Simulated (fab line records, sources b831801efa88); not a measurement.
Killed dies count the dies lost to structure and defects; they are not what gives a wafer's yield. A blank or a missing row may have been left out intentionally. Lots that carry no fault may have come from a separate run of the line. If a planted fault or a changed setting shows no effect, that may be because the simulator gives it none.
fab line records ; flow sky130 ; part 2 of 2: steps 28 to 40 of 40
record: lots: 5; wafers: 15; last-day: 49
route steps=708 shown CONTACT@413 METAL1@434
lots that met no fault: taken from a fault-free run of the same line
start-h: hours from the record's opening day to when the first of the lot's shown wafers began ; wait-h: hours elapsed since this lot's preceding step ; " unchanged from the row above ; L1.1+2: a single row standing in for several wafers ; - either no value or no given start ; * or withheld: withheld ; < > ~ a bound
route shown NAME@n: names a module that has steps shown in the file, with the first one's number in the route ; usual: mean/standard deviation of fault-free wafers ; same: alike in all rows ; chamber/n: place in a boat ; sites: the reading at each site ; _std_site: standard deviation of those values ; _edge_site: the outer-site mean with the inner-site mean subtracted ; radius-mm: how far each site lies from the wafer's centre ; mask NAME#n: copy n ; behind: the last tool/chamber to shape the wafer ; hold: why the lot was held/for how many hours/how that ended ; device: the n, p or np transistor that did not switch ; end of line: tests of these same wafers at the route's end ; a step without rows: its recipe alone ; killed: dies lost to structure and defects at the first sort, not the wafer's yield ; map: a wafer's dies, x killed, . not, _ none there
set.NAME: the setting the step ran with; set.NAME@STEP: the setting that earlier step ran with ; model.NAME: the simulator's own value behind a step, which no gauge read
lots at selected steps of the route; one table per step, one row per wafer
services: when a tool's chamber went out of use (start-h, in hours from the record's first day, below 0 if earlier), for how many hours, and the reason
== steps ==
step: SKY_METAL1_THK_MEAS_06
recipe: thk-meas-gauge: xrf; reads: AlCu_of_METAL1_SPUTTER_02
usual: METAL1_ALCU_THK: 249.2/2.6
lot.wafer;tool;chamber;start-h;wait-h;METAL1_ALCU_THK[nm]
L074.2;film-metro-04;-;733.45;0.1;250.5
L074.3;film-metro-04;-;733.45;0.1;249.5
L074.5;film-metro-04;-;733.45;0.1;247.4
L075.2;film-metro-01;-;742.18;0.1;250.9
L075.3;film-metro-01;-;742.18;0.1;252.1
L075.6;film-metro-01;-;742.18;0.1;248.1
L079.1;film-metro-02;-;778.39;0.1;248.2
L079.4;film-metro-02;-;778.39;0.1;248.3
L079.6;film-metro-02;-;778.39;0.1;249.2
L081.1;film-metro-02;-;789.79;0.1;242.1
L081.5;film-metro-02;-;789.79;0.1;243.8
L081.6;film-metro-02;-;789.79;0.1;246.5
L092.1;film-metro-01;-;880.42;0.1;251.6
L092.3;film-metro-01;-;880.42;0.1;248.3
L092.5;film-metro-01;-;880.42;0.1;253.4
step: SKY_METAL1_DEHYDRATE_07
recipe: temp-c: 200; time-s: 60
lot.wafer;tool;chamber;start-h;wait-h
L074.2+3+5;litho-track-03;0;746.30;12.8
L075.2+3+6;litho-track-04;0;755.11;12.9
L079.1+4+6;litho-track-04;0;790.94;12.5
L081.1+5+6;litho-track-01;0;802.30;12.5
L092.1+3+5;litho-track-04;0;892.49;12.1
step: SKY_METAL1_HMDS_08
recipe: prime-time-s: 60; prime-temp-c: 120
lot.wafer;tool;chamber;start-h;wait-h
L074.2+3+5;litho-track-03;0;746.45;0.1
L075.2+3+6;litho-track-04;0;755.26;0.1
L079.1+4+6;litho-track-04;0;791.09;0.1
L081.1+5+6;litho-track-01;0;802.45;0.1
L092.1+3+5;litho-track-04;0;892.64;0.1
step: SKY_METAL1_COAT_09
recipe: resist: BARC; temp-c: withheld; time-s: withheld; spin-rpm: 3000; resist-thk-nm: 60
lot.wafer;tool;chamber;start-h;wait-h
L074.2+3+5;litho-track-03;0;746.60;0.1
L075.2+3+6;litho-track-04;0;755.41;0.1
L079.1+4+6;litho-track-04;0;791.24;0.1
L081.1+5+6;litho-track-01;0;802.60;0.1
L092.1+3+5;litho-track-04;0;892.79;0.1
step: SKY_METAL1_COAT_10
recipe: resist: KrF-thick; spin-rpm: 3000; resist-thk-nm: 450
lot.wafer;tool;chamber;start-h;wait-h
L074.2+3+5;litho-track-03;0;-;-
L075.2+3+6;litho-track-04;0;-;-
L079.1+4+6;litho-track-04;0;-;-
L081.1+5+6;litho-track-01;0;-;-
L092.1+3+5;litho-track-04;0;-;-
step: SKY_METAL1_SOFTBAKE_11
recipe: temp-c: 100; time-s: 90; resist: KrF-thick
lot.wafer;tool;chamber;start-h;wait-h
L074.2+3+5;litho-track-03;0;-;-
L075.2+3+6;litho-track-04;0;-;-
L079.1+4+6;litho-track-04;0;-;-
L081.1+5+6;litho-track-01;0;-;-
L092.1+3+5;litho-track-04;0;-;-
step: SKY_METAL1_EXPOSE_12
recipe: mask-id: MM1; na: 0.8; source-shape: annular; sigma-inner: 0.55; sigma-outer: 0.85; target-cd-nm: 140; dose-mj: 28
lot.wafer;tool;chamber;start-h;wait-h;mask
L074.2+3+5;krf-scanner-01;0;-;-;MM1#0
L075.2+3+6;krf-scanner-02;0;-;-;MM1#0
L079.1+4+6;krf-scanner-01;0;-;-;MM1#0
L081.1+5+6;krf-scanner-01;0;-;-;MM1#0
L092.1+3+5;krf-scanner-02;0;-;-;MM1#0
step: SKY_METAL1_PEB_13
recipe: peb-temp-c: withheld; peb-time-s: withheld; resist: KrF-thick
lot.wafer;tool;chamber;start-h;wait-h
L074.2+3+5;litho-track-03;0;-;-
L075.2+3+6;litho-track-03;0;-;-
L079.1+4+6;litho-track-01;0;-;-
L081.1+5+6;litho-track-01;0;-;-
L092.1+3+5;litho-track-01;0;-;-
step: SKY_METAL1_DEVELOP_14
recipe: develop-time-s: 60; resist: KrF-thick; dev-temp-c: 21
lot.wafer;tool;chamber;start-h;wait-h
L074.2+3+5;litho-track-03;0;-;-
L075.2+3+6;litho-track-03;0;-;-
L079.1+4+6;litho-track-01;0;-;-
L081.1+5+6;litho-track-01;0;-;-
L092.1+3+5;litho-track-01;0;-;-
step: SKY_METAL1_CD_MEAS_15
recipe: target-cd-nm: 140
usual: cd-nm: 140.0/1.6
lot.wafer;tool;chamber;start-h;wait-h;cd-nm
L074.2;cd-sem-01;-;760.19;-;142.1
L074.3;cd-sem-01;-;760.19;-;142.6
L074.5;cd-sem-01;-;760.19;-;142.5
L075.2;cd-sem-01;-;769.59;-;142.5
L075.3;cd-sem-01;-;769.59;-;140.0
L075.6;cd-sem-01;-;769.59;-;141.6
L079.1;cd-sem-02;-;805.05;-;140.6
L079.4;cd-sem-02;-;805.05;-;141.0
L079.6;cd-sem-02;-;805.05;-;140.9
L081.1;cd-sem-01;-;816.30;-;140.4
L081.5;cd-sem-01;-;816.30;-;139.2
L081.6;cd-sem-01;-;816.30;-;138.2
L092.1;cd-sem-02;-;906.00;-;140.6
L092.3;cd-sem-02;-;906.00;-;141.0
L092.5;cd-sem-02;-;906.00;-;140.4
step: SKY_METAL1_OVL_MEAS_16
usual: METAL1_OVL: 0/5.9
lot.wafer;tool;chamber;start-h;wait-h;METAL1_OVL[nm]
L074.2;overlay-01;-;760.30;0.1;-1
L074.3;overlay-01;-;760.30;0.1;6
L074.5;overlay-01;-;760.30;0.1;6
L075.2;overlay-01;-;769.70;0.1;-10
L075.3;overlay-01;-;769.70;0.1;-16
L075.6;overlay-01;-;769.70;0.1;-11
L079.1;overlay-02;-;805.17;0.1;-1
L079.4;overlay-02;-;805.17;0.1;-7
L079.6;overlay-02;-;805.17;0.1;-11
L081.1;overlay-01;-;816.42;0.1;-10
L081.5;overlay-01;-;816.42;0.1;5
L081.6;overlay-01;-;816.42;0.1;2
L092.1;overlay-01;-;906.12;0.1;-2
L092.3;overlay-01;-;906.12;0.1;-9
L092.5;overlay-01;-;906.12;0.1;-2
step: SKY_METAL1_DESCUM_17
recipe: chemistry: O2; source-power-w: 150; bias-power-w: 0; pressure-mtorr: 10; temp-c: 40; time-s: 8
usual: drypump-motor-current-A: 5.8/0.34; oes-product-au: 0.997/0.0072; temp-c: 40.00/0.1
lot.wafer;tool;chamber;start-h;wait-h;drypump-motor-current-A;oes-product-au;rf-hours-counter-h;temp-c
L074.2;rie-metal-01;1;760.33;0.0;6.0;1.009;0;40.09
L074.3;rie-metal-01;1;760.33;0.0;6.0;1.000;-;39.92
L074.5;rie-metal-01;1;760.33;0.0;5.9;0.999;-;40.06
L075.2;rie-metal-04;0;769.73;0.0;5.4;1.005;3;40.04
L075.3;rie-metal-04;0;769.73;0.0;5.4;1.003;-;39.98
L075.6;rie-metal-04;0;769.73;0.0;5.4;1.007;-;40.01
L079.1;rie-metal-04;0;805.21;0.0;5.3;1.005;4;40.05
L079.4;rie-metal-04;1;805.21;0.0;5.8;1.001;-;39.93
L079.6;rie-metal-04;0;805.21;0.0;5.4;0.997;-;40.08
L081.1;rie-metal-04;1;816.46;0.0;5.8;0.985;5;39.95
L081.5;rie-metal-04;0;816.46;0.0;5.4;1.007;-;39.88
L081.6;rie-metal-04;1;816.46;0.0;5.8;0.986;-;39.95
L092.1;rie-metal-01;1;906.16;0.0;6.0;1.001;6;40.03
L092.3;rie-metal-01;1;906.16;0.0;6.0;0.990;-;40.06
L092.5;rie-metal-01;1;906.16;0.0;6.0;1.000;-;40.03
step: SKY_METAL1_ETCH_18
recipe: chemistry: N2/H2; target: BARC; ion-energy-ev: 200; bias-w: 100; pressure-mtorr: 30; n2-flow-sccm: 100; h2-flow-sccm: 200; icp-w: 500; stop-on: SiO2; time-s: 45.9; target-depth-a: 600
usual: drypump-motor-current-A: 5.8/0.34; oes-product-au: 0.855/0.0042; throttle-valve-pct: 13.226/0.009
lot.wafer;tool;chamber;start-h;wait-h;drypump-motor-current-A;oes-product-au;rf-hours-counter-h;throttle-valve-pct
L074.2;rie-metal-01;1;760.36;0.0;6.0;0.849;0;13.230
L074.3;rie-metal-01;1;760.36;0.0;6.0;0.857;-;13.237
L074.5;rie-metal-01;1;760.36;0.0;6.0;0.854;-;13.229
L075.2;rie-metal-04;0;769.76;0.0;5.3;0.855;3;13.216
L075.3;rie-metal-04;0;769.76;0.0;5.4;0.847;-;13.241
L075.6;rie-metal-04;0;769.76;0.0;5.4;0.849;-;13.227
L079.1;rie-metal-04;0;805.24;0.0;5.4;0.855;4;13.212
L079.4;rie-metal-04;1;805.24;0.0;5.9;0.858;-;13.223
L079.6;rie-metal-04;0;805.24;0.0;5.4;0.866;-;13.220
L081.1;rie-metal-04;1;816.49;0.0;5.9;0.857;5;13.211
L081.5;rie-metal-04;0;816.49;0.0;5.4;0.850;-;13.225
L081.6;rie-metal-04;1;816.49;0.0;5.9;0.846;-;13.225
L092.1;rie-metal-01;1;906.19;0.0;6.0;0.856;6;13.226
L092.3;rie-metal-01;1;906.19;0.0;6.0;0.854;-;13.202
L092.5;rie-metal-01;1;906.19;0.0;6.0;0.854;-;13.230
== services ==
tool;chamber;start-h;hours;kind
krf-scanner-02;-;696.91;0.3;repair
krf-scanner-02;-;699.67;1.2;repair
krf-scanner-02;-;702.69;0.8;pm
rie-diel-02;1;704.63;3.4;repair
pvd-sputter-02;-;709.06;6.2;repair
krf-scanner-01;-;723.26;3.6;pm
rie-diel-02;0;724.29;1.7;repair
krf-scanner-01;-;726.81;4.4;pm
krf-scanner-01;-;731.19;1.3;pm
krf-scanner-01;-;742.79;0.8;pm
krf-scanner-02;-;743.77;1.0;pm
krf-scanner-01;-;769.47;0.6;repair
pvd-sputter-03;-;769.92;4.7;repair
krf-scanner-02;-;780.03;0.8;pm
rie-diel-02;2;781.62;3.8;repair
krf-scanner-02;-;786.16;1.3;pm
rie-metal-04;-;792.49;0.7;repair
rie-diel-02;2;806.24;23.3;repair
wet-bench-04;-;836.55;1.9;pm
krf-scanner-02;-;871.49;0.8;pm
rie-diel-04;3;881.44;7.2;repair
pvd-sputter-02;-;882.17;6.3;repair
rie-diel-04;0;896.31;7.1;repair
pvd-sputter-03;-;901.97;4.1;repair
